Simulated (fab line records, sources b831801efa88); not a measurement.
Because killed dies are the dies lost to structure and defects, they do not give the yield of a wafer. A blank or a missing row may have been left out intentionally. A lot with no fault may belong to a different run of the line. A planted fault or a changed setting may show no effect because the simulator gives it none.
What tool caused it? || flow gf180mcu || 14 lots with 41 wafers sampled at 4 steps, on a route of 602 steps

== WHAT EACH GAUGE READ, for each wafer ==
GF_LVPWELL_OVL_MEAS_07. Usual: LVPWELL_OVL typically reads -2.0 nm, with standard deviation 1.2.
{"lot": "L666", "measured": "day 3 20:59", "on": "overlay-02", "LVPWELL_OVL (nm)": "-3.9 -3.3", "flag": ""}
{"lot": "L667", "measured": "day 4 02:48", "on": "overlay-01", "LVPWELL_OVL (nm)": "-1.6 -2.5 -2.0", "flag": ""}
{"lot": "L669", "measured": "day 4 11:28", "on": "overlay-01", "LVPWELL_OVL (nm)": "-1.3 -2.2 -1.0", "flag": ""}
{"lot": "L671", "measured": "day 5 00:02", "on": "overlay-01", "LVPWELL_OVL (nm)": "-2.5 -2.1 -3.1", "flag": ""}
{"lot": "L672", "measured": "day 5 05:32", "on": "overlay-01", "LVPWELL_OVL (nm)": "-2.1 -3.4 -0.8", "flag": ""}
{"lot": "L673", "measured": "day 5 17:02", "on": "overlay-02", "LVPWELL_OVL (nm)": "-2.5 -3.2 -3.0", "flag": ""}
{"lot": "L675", "measured": "day 6 02:36", "on": "overlay-01", "LVPWELL_OVL (nm)": "-3.2 -3.9 -4.0", "flag": ""}
{"lot": "L678", "measured": "day 6 20:36", "on": "overlay-02", "LVPWELL_OVL (nm)": "-2.4 -1.2 0.0", "flag": ""}
{"lot": "L687", "measured": "day 8 22:02", "on": "overlay-01", "LVPWELL_OVL (nm)": "-2.7 -4.1 -1.3", "flag": ""}
{"lot": "L688", "measured": "day 9 04:00", "on": "overlay-02", "LVPWELL_OVL (nm)": "-0.3 0.0 -0.4", "flag": ""}
{"lot": "L689", "measured": "day 9 06:46", "on": "overlay-01", "LVPWELL_OVL (nm)": "-1.4 -3.1 -2.7", "flag": ""}

== WHICH TOOL RAN EACH LOT (tool, then ch and the chambers of the sampled wafers, then the start) ==
{"lot": "L666", "GF_STI_ETCH_13": "rie diel-04 ch 0,1, day 2 01:46", "GF_STI_CMP_25": "cmp-02 ch 2, day 2 04:32", "GF_DNWELL_STRIP_08": "plasma asher-01 ch 1, day 2 19:26"}
{"lot": "L667", "GF_STI_ETCH_13": "rie diel-04 ch 0,1,2, day 2 07:20", "GF_STI_CMP_25": "cmp-02 ch 0,1, day 2 09:47", "GF_DNWELL_STRIP_08": "plasma asher-03 ch 0,1, day 3 00:56"}
{"lot": "L669", "GF_STI_ETCH_13": "rie diel-03 ch 1,2, day 2 16:46", "GF_STI_CMP_25": "cmp-01 ch 1,2,3, day 2 19:22", "GF_DNWELL_STRIP_08": "plasma asher-02 ch 0,1, day 3 09:57"}
{"lot": "L671", "GF_STI_ETCH_13": "rie diel-04 ch 1,2,3, day 3 03:32", "GF_STI_CMP_25": "cmp-02 ch 0,1,3, day 3 05:38", "GF_DNWELL_STRIP_08": "plasma asher-01 ch 0,1, day 3 21:24"}
{"lot": "L672", "GF_STI_ETCH_13": "rie diel-03 ch 0,2,3, day 3 08:31", "GF_STI_CMP_25": "cmp-02 ch 2,3, day 3 10:30", "GF_DNWELL_STRIP_08": "plasma asher-03 ch 0, day 4 02:24"}
{"lot": "L673", "GF_STI_ETCH_13": "rie diel-04 ch 1,2,3, day 3 14:36", "GF_STI_CMP_25": "cmp-01 ch 0,2,3, day 3 20:31", "GF_DNWELL_STRIP_08": "plasma asher-02 ch 0,1, day 4 12:44"}
{"lot": "L675", "GF_STI_ETCH_13": "rie diel-03 ch 0,1,3, day 4 00:07", "GF_STI_CMP_25": "cmp-01 ch 0,1,3, day 4 05:58", "GF_DNWELL_STRIP_08": "plasma asher-03 ch 0,1, day 4 22:33"}
{"lot": "L678", "GF_STI_ETCH_13": "rie diel-03 ch 0,1, day 4 17:59", "GF_STI_CMP_25": "cmp-02 ch 0,3, day 4 21:44", "GF_DNWELL_STRIP_08": "plasma asher-02 ch 0,1, day 5 14:28"}
{"lot": "L680", "GF_STI_ETCH_13": "rie diel-03 ch 1,2, day 5 02:56", "GF_STI_CMP_25": "cmp-01 ch 2,3, day 5 05:36", "GF_DNWELL_STRIP_08": "-"}
{"lot": "L681", "GF_STI_ETCH_13": "rie diel-04 ch 0,1, day 5 07:29", "GF_STI_CMP_25": "cmp-01 ch 0,1,2, day 5 09:31", "GF_DNWELL_STRIP_08": "-"}
{"lot": "L682", "GF_STI_ETCH_13": "rie diel-03 ch 0,1,2, day 5 13:49", "GF_STI_CMP_25": "cmp-01 ch 0,2,3, day 5 15:59", "GF_DNWELL_STRIP_08": "-"}
{"lot": "L687", "GF_STI_ETCH_13": "rie diel-02 ch 0,1,3, day 6 13:52", "GF_STI_CMP_25": "cmp-02 ch 1,2, day 6 16:53", "GF_DNWELL_STRIP_08": "plasma asher-03 ch 0,1, day 7 13:30"}
{"lot": "L688", "GF_STI_ETCH_13": "rie diel-04 ch 0,1, day 6 18:08", "GF_STI_CMP_25": "cmp-01 ch 0,2,3, day 6 23:32", "GF_DNWELL_STRIP_08": "plasma asher-01 ch 1, day 7 17:59"}
{"lot": "L689", "GF_STI_ETCH_13": "rie diel-03 ch 0,2, day 6 23:47", "GF_STI_CMP_25": "cmp-01 ch 1,2, day 7 03:37", "GF_DNWELL_STRIP_08": "plasma asher-02 ch 0, day 7 21:54"}
- GF_STI_ETCH_13: etches the open film in CHF3/O2, stops on Si, target depth 282.31 nm, time 112.9 s.
- GF_STI_CMP_25: polishes, stops on Si3N4, t overpolish 33 s, target thk 524.6 nm.
- GF_DNWELL_STRIP_08: strips in O2/N2.

== WHAT THE TOOLS THEMSELVES READ (means of the sampled wafers that have a number; where no wafer has one, the mark that the record gives instead) ==
GF_STI_ETCH_13. Usual: drypump motor current A 5.6 A, standard deviation 0.41; oes product au 0.832 a.u., standard deviation 0.0061; throttle valve pct 8.810 %, standard deviation 0.0092.
{"lot": "L666", "tool": "rie diel-04", "drypump motor current A (A)": 6.0, "oes product au (a.u.)": 0.831, "throttle valve pct (%)": 8.806, "flag": ""}
{"lot": "L667", "tool": "rie diel-04", "drypump motor current A (A)": 6.0, "oes product au (a.u.)": 0.832, "throttle valve pct (%)": 8.813, "flag": ""}
{"lot": "L669", "tool": "rie diel-03", "drypump motor current A (A)": 5.0, "oes product au (a.u.)": 0.829, "throttle valve pct (%)": 8.816, "flag": ""}
{"lot": "L671", "tool": "rie diel-04", "drypump motor current A (A)": 6.0, "oes product au (a.u.)": 0.829, "throttle valve pct (%)": 8.807, "flag": ""}
{"lot": "L672", "tool": "rie diel-03", "drypump motor current A (A)": 5.5, "oes product au (a.u.)": 0.829, "throttle valve pct (%)": 8.808, "flag": ""}
{"lot": "L673", "tool": "rie diel-04", "drypump motor current A (A)": 5.9, "oes product au (a.u.)": 0.834, "throttle valve pct (%)": 8.807, "flag": ""}
{"lot": "L675", "tool": "rie diel-03", "drypump motor current A (A)": 5.5, "oes product au (a.u.)": 0.835, "throttle valve pct (%)": 8.816, "flag": ""}
{"lot": "L678", "tool": "rie diel-03", "drypump motor current A (A)": 5.3, "oes product au (a.u.)": 0.837, "throttle valve pct (%)": 8.805, "flag": ""}
{"lot": "L680", "tool": "rie diel-03", "drypump motor current A (A)": 4.9, "oes product au (a.u.)": 0.839, "throttle valve pct (%)": 8.803, "flag": ""}
{"lot": "L681", "tool": "rie diel-04", "drypump motor current A (A)": 6.1, "oes product au (a.u.)": 0.829, "throttle valve pct (%)": 8.808, "flag": ""}
{"lot": "L682", "tool": "rie diel-03", "drypump motor current A (A)": 5.2, "oes product au (a.u.)": 0.832, "throttle valve pct (%)": 8.810, "flag": ""}
{"lot": "L687", "tool": "rie diel-02", "drypump motor current A (A)": 5.6, "oes product au (a.u.)": 0.836, "throttle valve pct (%)": 8.815, "flag": ""}
{"lot": "L688", "tool": "rie diel-04", "drypump motor current A (A)": 6.0, "oes product au (a.u.)": 0.830, "throttle valve pct (%)": 8.815, "flag": ""}
{"lot": "L689", "tool": "rie diel-03", "drypump motor current A (A)": 5.2, "oes product au (a.u.)": 0.825, "throttle valve pct (%)": 8.802, "flag": ""}

GF_STI_CMP_25. Usual: edge zone pressure frac 1.000, standard deviation 0.0051; head pressure psi 3.999 psi, standard deviation 0.01; motor current A 11.4 A, standard deviation 1.2; overpolish run s 33.001 s, standard deviation 0.0083; time to endpoint s 125 s, standard deviation 5.8.
{"lot": "L666", "tool": "cmp-02", "edge zone pressure frac": 1.000, "head pressure psi (psi)": 3.998, "motor current A (A)": 11.7, "overpolish run s (s)": 32.990, "time to endpoint s (s)": 136, "flag": ""}
{"lot": "L667", "tool": "cmp-02", "edge zone pressure frac": 1.001, "head pressure psi (psi)": 3.997, "motor current A (A)": 12.2, "overpolish run s (s)": 33.003, "time to endpoint s (s)": 123, "flag": ""}
{"lot": "L669", "tool": "cmp-01", "edge zone pressure frac": 1.006, "head pressure psi (psi)": 4.002, "motor current A (A)": 10.8, "overpolish run s (s)": 33.005, "time to endpoint s (s)": 124, "flag": ""}
{"lot": "L671", "tool": "cmp-02", "edge zone pressure frac": 0.994, "head pressure psi (psi)": 3.999, "motor current A (A)": 11.5, "overpolish run s (s)": 33.006, "time to endpoint s (s)": 119, "flag": ""}
{"lot": "L672", "tool": "cmp-02", "edge zone pressure frac": 0.999, "head pressure psi (psi)": 3.999, "motor current A (A)": 11.4, "overpolish run s (s)": 33.009, "time to endpoint s (s)": 130, "flag": ""}
{"lot": "L673", "tool": "cmp-01", "edge zone pressure frac": 1.000, "head pressure psi (psi)": 4.015, "motor current A (A)": 10.8, "overpolish run s (s)": 33.000, "time to endpoint s (s)": 123, "flag": ""}
{"lot": "L675", "tool": "cmp-01", "edge zone pressure frac": 1.004, "head pressure psi (psi)": 3.994, "motor current A (A)": 10.3, "overpolish run s (s)": 33.009, "time to endpoint s (s)": 124, "flag": ""}
{"lot": "L678", "tool": "cmp-02", "edge zone pressure frac": 0.998, "head pressure psi (psi)": 4.007, "motor current A (A)": 11.0, "overpolish run s (s)": 33.007, "time to endpoint s (s)": 125, "flag": ""}
{"lot": "L680", "tool": "cmp-01", "edge zone pressure frac": "-", "head pressure psi (psi)": "-", "motor current A (A)": "-", "overpolish run s (s)": "-", "time to endpoint s (s)": "-", "flag": "OFF"}
{"lot": "L681", "tool": "cmp-01", "edge zone pressure frac": "-", "head pressure psi (psi)": "-", "motor current A (A)": "-", "overpolish run s (s)": "-", "time to endpoint s (s)": "-", "flag": "OFF"}
{"lot": "L682", "tool": "cmp-01", "edge zone pressure frac": "-", "head pressure psi (psi)": "-", "motor current A (A)": "-", "overpolish run s (s)": "-", "time to endpoint s (s)": "-", "flag": "OFF"}
{"lot": "L687", "tool": "cmp-02", "edge zone pressure frac": 0.999, "head pressure psi (psi)": 4.004, "motor current A (A)": 13.0, "overpolish run s (s)": 33.008, "time to endpoint s (s)": 131, "flag": ""}
{"lot": "L688", "tool": "cmp-01", "edge zone pressure frac": 0.998, "head pressure psi (psi)": 4.004, "motor current A (A)": 11.1, "overpolish run s (s)": 32.993, "time to endpoint s (s)": 123, "flag": ""}
{"lot": "L689", "tool": "cmp-01", "edge zone pressure frac": 0.994, "head pressure psi (psi)": 4.002, "motor current A (A)": 10.6, "overpolish run s (s)": 32.999, "time to endpoint s (s)": 120, "flag": ""}

GF_DNWELL_STRIP_08. Usual: drypump motor current A 5.63 A, standard deviation 0.28; heater power w 356 W, standard deviation 68; oes product au 0.722 a.u., standard deviation 0.0039; strip time to endpoint s 36.96 s, standard deviation 0.1.
{"lot": "L666", "tool": "plasma asher-01", "drypump motor current A (A)": 5.76, "heater power w (W)": 322, "oes product au (a.u.)": 0.724, "strip time to endpoint s (s)": 36.97, "flag": ""}
{"lot": "L667", "tool": "plasma asher-03", "drypump motor current A (A)": 5.34, "heater power w (W)": 344, "oes product au (a.u.)": 0.729, "strip time to endpoint s (s)": 36.93, "flag": ""}
{"lot": "L669", "tool": "plasma asher-02", "drypump motor current A (A)": 5.58, "heater power w (W)": 323, "oes product au (a.u.)": 0.721, "strip time to endpoint s (s)": 36.93, "flag": ""}
{"lot": "L671", "tool": "plasma asher-01", "drypump motor current A (A)": 5.87, "heater power w (W)": 457, "oes product au (a.u.)": 0.720, "strip time to endpoint s (s)": 36.90, "flag": ""}
{"lot": "L672", "tool": "plasma asher-03", "drypump motor current A (A)": 5.40, "heater power w (W)": 356, "oes product au (a.u.)": 0.725, "strip time to endpoint s (s)": 36.87, "flag": ""}
{"lot": "L673", "tool": "plasma asher-02", "drypump motor current A (A)": 5.57, "heater power w (W)": 328, "oes product au (a.u.)": 0.721, "strip time to endpoint s (s)": 36.90, "flag": ""}
{"lot": "L675", "tool": "plasma asher-03", "drypump motor current A (A)": 5.26, "heater power w (W)": 337, "oes product au (a.u.)": 0.720, "strip time to endpoint s (s)": 36.89, "flag": ""}
{"lot": "L678", "tool": "plasma asher-02", "drypump motor current A (A)": 5.74, "heater power w (W)": 311, "oes product au (a.u.)": 0.721, "strip time to endpoint s (s)": 36.89, "flag": ""}
{"lot": "L687", "tool": "plasma asher-03", "drypump motor current A (A)": 5.27, "heater power w (W)": 337, "oes product au (a.u.)": 0.724, "strip time to endpoint s (s)": 37.07, "flag": ""}
{"lot": "L688", "tool": "plasma asher-01", "drypump motor current A (A)": 5.79, "heater power w (W)": 333, "oes product au (a.u.)": 0.722, "strip time to endpoint s (s)": 36.98, "flag": ""}
{"lot": "L689", "tool": "plasma asher-02", "drypump motor current A (A)": 5.39, "heater power w (W)": 341, "oes product au (a.u.)": 0.725, "strip time to endpoint s (s)": 36.91, "flag": ""}

== THE ANSWER, worked out from the rows above alone ==
Rule: a lot is off if the mean of its wafers that have a number lies more than 3 standard deviations from the usual mean. Also off: a lot with no number at a reading for which 4 or more lots have one. Where the step has rows for the other lots, those lots are counted as sound. The gauges are gone through in route order, then the tools' own readings, and for those a lot's mean is taken as printed above. The first step at which some lot is off is used, and at that step the reading that is off furthest; a lot without a number counts as furthest.
Off, at GF_STI_CMP_25 on edge zone pressure frac: L680, L681, L682. Without a number there: L680, L681, L682.
A tool fits if, at that step or a process step before it, it ran every lot that is off, and no sound lot after the first of them. Not one of the candidates tried fits.

== WHAT WAS PUT IN BY THE SIMULATOR ==
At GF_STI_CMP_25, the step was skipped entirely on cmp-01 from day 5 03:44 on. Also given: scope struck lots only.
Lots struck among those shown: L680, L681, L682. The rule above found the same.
